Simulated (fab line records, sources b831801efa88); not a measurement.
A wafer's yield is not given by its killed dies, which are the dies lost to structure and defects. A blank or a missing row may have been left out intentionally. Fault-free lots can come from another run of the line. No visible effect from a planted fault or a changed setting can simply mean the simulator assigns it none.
Which tool is to blame?	flow sky130	10 lots, 30 wafers sampled, at 6 steps of a route of 708

## WHAT THE GAUGES SHOWED, per wafer
SKY_GATE_OXIDE_TW_MEAS_14. Usual: GATE_OXIDE_TW 228.8, standard deviation 1.4.
lot	measured	on	GATE_OXIDE_TW	flag
L577	day 14 19:20	film metro-03	229.0 227.6 228.6	
L579	day 15 14:11	film metro-04	229.5 228.3 227.9	
L581	day 16 00:05	film metro-04	227.2 227.9 228.0	
L585	day 18 14:05	film metro-01	231.2 230.3 231.4	
L592	day 19 01:40	film metro-03	227.4 228.3 227.3	
L593	day 19 13:02	film metro-04	227.9 229.8 228.4	
L595	day 20 11:53	film metro-04	229.5 228.3 229.3	
L596	day 20 13:44	film metro-04	230.2 227.6 229.6	
L597	day 20 19:00	film metro-03	227.9 227.3 227.4	
L599	day 21 11:15	film metro-04	228.5 227.3 226.5	

SKY_LDD_HVN_TW_MEAS_10. Usual: LDD_HVN_TW 1447, standard deviation 13.
lot	measured	on	LDD_HVN_TW	flag
L577	day 21 09:45	film metro-04	1453 1445 1444	
L579	day 22 04:59	film metro-02	1438 1435 1429	
L581	day 22 19:55	film metro-02	30 30 30 30 30 30	OFF
L585	day 25 08:09	film metro-04	1472 1473 1467	
L592	day 25 19:29	film metro-04	1466 1463 1465	
L593	day 26 01:51	film metro-04	1456 1453 1453	
L595	day 27 01:35	film metro-02	1434 1439 1439	
L596	day 27 04:35	film metro-02	1440 1430 1441	
L597	day 27 06:59	film metro-03	1460 1454 1458	
L599	day 28 02:16	film metro-02	1434 1436 1433	

## WHICH TOOL RAN EACH LOT (tool, then ch and the chambers of the sampled wafers, then the start)
lot	SKY_GATE_OXIDE_STRIP_13	SKY_POLY_GATE_ETCH_16	SKY_LDD_P_STRIP_10	SKY_LDD_HVN_STRIP_09
L577	plasma asher-04 ch 0,1, day 14 19:14	rie diel-02 ch 0,2, day 17 10:56	plasma asher-03 ch 0,1, day 20 02:35	plasma asher-02 ch 1, day 21 09:38
L579	plasma asher-01 ch 0,1, day 15 14:05	rie diel-02 ch 1,2, day 18 04:14	plasma asher-03 ch 0,1, day 20 22:32	plasma asher-04 ch 0,1, day 22 04:53
L581	plasma asher-03 ch 0,1, day 15 23:59	rie diel-02 ch 1,2, day 18 19:44	plasma asher-03 ch 0,1, day 21 13:50	plasma asher-04 ch 0,1, day 22 19:49
L585	plasma asher-04 ch 0,1, day 18 14:00	rie diel-04 ch 0,3, day 21 10:28	plasma asher-01 ch 0,1, day 24 02:07	plasma asher-01 ch 0,1, day 25 08:04
L592	plasma asher-04 ch 0,1, day 19 01:34	rie diel-02 ch 0,1,2, day 21 21:50	plasma asher-01 ch 0,1, day 24 13:50	plasma asher-02 ch 0,1, day 25 19:23
L593	plasma asher-03 ch 0,1, day 19 12:56	rie diel-01 ch 0,2,3, day 22 06:10	plasma asher-03 ch 0,1, day 24 20:56	plasma asher-01 ch 0,1, day 26 01:44
L595	plasma asher-03 ch 0,1, day 20 11:47	rie diel-04 ch 1,2, day 23 06:53	plasma asher-01 ch 0,1, day 25 20:32	plasma asher-04 ch 0,1, day 27 01:29
L596	plasma asher-03 ch 0,1, day 20 13:37	rie diel-02 ch 2,3, day 23 09:52	plasma asher-04 ch 0,1, day 25 23:53	plasma asher-04 ch 0,1, day 27 04:29
L597	plasma asher-04 ch 0,1, day 20 18:55	rie diel-04 ch 0,2, day 23 11:44	plasma asher-04 ch 0,1, day 26 02:07	plasma asher-02 ch 0,1, day 27 06:53
L599	plasma asher-01 ch 0,1, day 21 11:09	rie diel-04 ch 1,2, day 24 06:47	plasma asher-01 ch 0,1, day 26 21:53	plasma asher-04 ch 0,1, day 28 02:10
- SKY_GATE_OXIDE_STRIP_13: strips in O2/N2.
- SKY_POLY_GATE_ETCH_16: etches Si3N4 in CH3F/O2, stops on poly-Si, time 147.5 s, target depth 75 nm.
- SKY_LDD_P_STRIP_10: strips in O2/N2.
- SKY_LDD_HVN_STRIP_09: strips in O2/N2.

## AS READ BY THE TOOLS THEMSELVES (means over the sampled wafers that have a number; for cases with no such wafer, the mark the record gives instead)
SKY_GATE_OXIDE_STRIP_13. Usual: drypump motor current A 5.86 A, standard deviation 0.27; oes product au 0.716 a.u., standard deviation 0.0044; strip time to endpoint s 14.17 s, standard deviation 0.047.
lot	tool	drypump motor current A (A)	oes product au (a.u.)	strip time to endpoint s (s)	flag
L577	plasma asher-04	5.95	0.716	14.11	
L579	plasma asher-01	5.93	0.716	14.21	
L581	plasma asher-03	5.81	0.714	14.19	
L585	plasma asher-04	5.75	0.714	14.21	
L592	plasma asher-04	5.74	0.718	14.15	
L593	plasma asher-03	5.95	0.712	14.20	
L595	plasma asher-03	5.82	0.713	14.16	
L596	plasma asher-03	5.81	0.712	14.24	
L597	plasma asher-04	5.76	0.716	14.11	
L599	plasma asher-01	5.76	0.715	14.24	

SKY_POLY_GATE_ETCH_16. Usual: drypump motor current A 5.8 A, standard deviation 0.48; oes product au 0.640 a.u., standard deviation 0.0051; rf fwd power W 398.4 W, standard deviation 1.2; throttle valve pct 10.535 %, standard deviation 0.0088.
lot	tool	drypump motor current A (A)	oes product au (a.u.)	rf fwd power W (W)	throttle valve pct (%)	flag
L577	rie diel-02	6.0	0.633	398.8	10.538	
L579	rie diel-02	5.7	0.639	399.0	10.539	
L581	rie diel-02	5.7	0.644	400.5	10.531	
L585	rie diel-04	5.7	0.642	398.6	10.538	
L592	rie diel-02	5.8	0.641	397.9	10.536	
L593	rie diel-01	5.9	0.638	397.1	10.537	
L595	rie diel-04	6.2	0.639	398.3	10.541	
L596	rie diel-02	6.0	0.638	398.0	10.530	
L597	rie diel-04	5.2	0.637	398.1	10.549	
L599	rie diel-04	6.2	0.639	399.1	10.529	

SKY_LDD_P_STRIP_10. Usual: drypump motor current A 5.85 A, standard deviation 0.26; oes product au 0.716 a.u., standard deviation 0.0044; strip time to endpoint s 14.18 s, standard deviation 0.042.
lot	tool	drypump motor current A (A)	oes product au (a.u.)	strip time to endpoint s (s)	flag
L577	plasma asher-03	5.78	0.715	14.22	
L579	plasma asher-03	5.98	0.716	14.12	
L581	plasma asher-03	5.93	0.931	-	OFF
L585	plasma asher-01	5.88	0.712	14.13	
L592	plasma asher-01	5.90	0.716	14.28	
L593	plasma asher-03	5.93	0.715	14.26	
L595	plasma asher-01	5.78	0.714	14.22	
L596	plasma asher-04	5.98	0.717	14.18	
L597	plasma asher-04	5.74	0.715	14.13	
L599	plasma asher-01	5.77	0.719	14.16	

SKY_LDD_HVN_STRIP_09. Usual: drypump motor current A 5.5 A, standard deviation 0.5; oes product au 0.411 a.u., standard deviation 0.0044; strip time to endpoint s 4.188 s, standard deviation 0.014.
lot	tool	drypump motor current A (A)	oes product au (a.u.)	strip time to endpoint s (s)	flag
L577	plasma asher-02	4.7	0.413	4.196	
L579	plasma asher-04	5.8	0.410	4.192	
L581	plasma asher-04	6.0	0.710	11.414	OFF
L585	plasma asher-01	5.9	0.411	4.190	
L592	plasma asher-02	4.9	0.411	4.185	
L593	plasma asher-01	5.9	0.408	4.183	
L595	plasma asher-04	6.0	0.403	4.196	
L596	plasma asher-04	5.7	0.414	4.179	
L597	plasma asher-02	5.1	0.412	4.201	
L599	plasma asher-04	5.7	0.412	4.196	

## THE ANSWER, worked out from the rows above alone
Rule: a lot is off if the mean of its wafers that have a number lies more than 3 standard deviations from the usual mean. A lot without any number at a reading at which 4 lots or more have one is off too. Where the step has rows for the other lots, those lots are counted as sound. The gauges are gone through in route order, then the tools' own readings, and for those a lot's mean is taken as printed above. At the first step where some lot is off, the reading lying furthest off is the one used; lots without a number count as furthest.
Off: L581, seen at SKY_LDD_HVN_TW_MEAS_10 (LDD_HVN_TW).
A tool fits if, at a process step before that reading, it ran every lot that is off, and no sound lot after the first of them. The gauges at SKY_LDD_HVN_TW_MEAS_10 aren't tried: what is off there is off at SKY_LDD_P_STRIP_10 too, on other tools, and a gauge's error can't cause that. Of those tried, none fits.

## WHAT WAS PUT IN BY THE SIMULATOR
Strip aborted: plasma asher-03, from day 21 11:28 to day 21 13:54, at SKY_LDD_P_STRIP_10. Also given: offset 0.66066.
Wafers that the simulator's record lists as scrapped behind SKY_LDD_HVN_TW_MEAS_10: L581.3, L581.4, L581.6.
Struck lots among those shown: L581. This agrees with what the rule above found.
